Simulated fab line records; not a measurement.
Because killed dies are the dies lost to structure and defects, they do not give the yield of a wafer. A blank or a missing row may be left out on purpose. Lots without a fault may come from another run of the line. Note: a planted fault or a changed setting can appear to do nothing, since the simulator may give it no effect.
Code-filled problem report in 8D (eight disciplines) form ; flow sfq_line ; the parts of the form that need people (team, actions taken, sign-off) are left out

1. PROBLEM STATEMENT
Wafers without a fault read 0.874 a.u., standard deviation 0.0081; oes_product_au at SFQ_TRILAYER_L0_ETCH_METAL_ETCH_008 reads a mean of 0.996 a.u. on 4 wafers belonging to 3 lots. Measured from the usual mean, that is +15 standard deviations.
The step: etches MoNx KI in SF6/O2, stops on SiO2, target depth 50 nm, time 25 s.
First seen on wafer L330.3, day 9 16:35, on rie_metal-03. The record holds 42 wafers of 15 lots with a number at this step. The rule behind "out" and "out of limits": a value lying over 4 standard deviations away from the usual mean. All remaining wafers that have a number are taken as sound.

2. WHAT IT IS AND WHAT IT IS NOT
question;is;is not
which readings at this step;oes_product_au, run_length_s;drypump_motor_current_A
which lots;L330, L331, L332;L310, L311, L312, L313, L314, L315, L316, L317, L318, L319, L320, L321
which wafers of those lots;L330.3, L331.3, L331.4, L332.4;L330.1, L332.6
read on which tools;rie_metal-03;rie_metal-02, rie_metal-04
when;from day 9 16:35;"up to then (37 sound wafers); but 1 sound wafer of L332 came after"

3. SUSPECTS, AND WHAT RULES EACH OUT
Counting: any tool at a process step up to the reading remains a suspect provided it ran every lot that is out. Sound lots after the first of them don't rule it out here, since some wafers of a struck lot are sound.
- rie_metal-03 at SFQ_TRILAYER_L0_ETCH_METAL_ETCH_008 (etches MoNx KI in SF6/O2, stops on SiO2, target depth 50 nm, time 25 s): kept. It ran every lot that is out, first L330 (day 9 16:35); its last sound lot up to then is L321 (day 6 19:05). Its own readings are out on those wafers: oes_product_au, run_length_s.
The count leaves rie_metal-03 at SFQ_TRILAYER_L0_ETCH_METAL_ETCH_008.

4. THE CAUSE (what the simulator had put in)
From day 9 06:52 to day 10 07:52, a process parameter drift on rie_metal-03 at SFQ_TRILAYER_L0_ETCH_METAL_ETCH_008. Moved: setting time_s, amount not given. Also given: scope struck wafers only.
This tool alone remained once counting was done.

5. SEQUENCE OF EFFECTS, ordered by route
Rows list readings where the struck wafers' mean (over those with a number) sits beyond 3 standard deviations from the usual. Only readings whose record carries a usual standard deviation are examined. hours: median over the lots of the time between each lot's start at the first step of this table that gives one and its start at this step. sigmas: the change, counted in usual standard deviations.
hours;step;reading;usual;on struck wafers;change;sigmas
0;SFQ_TRILAYER_L0_ETCH_METAL_ETCH_008;oes_product_au;0.874 a.u.;0.996;+0.122;+15
0;SFQ_TRILAYER_L0_ETCH_METAL_ETCH_008;run_length_s;53.3 s;49.4;-3.9;-7.4
Here are the process steps it includes:
- SFQ_TRILAYER_L0_ETCH_METAL_ETCH_008: etches MoNx KI in SF6/O2, stops on SiO2, target depth 50 nm, time 25 s.

6. HOW IT WOULD HAVE BEEN CAUGHT EARLIER
10 hours passed between the start of the fault at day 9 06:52 and the first reading out of limits in this record, taken at day 9 16:35.
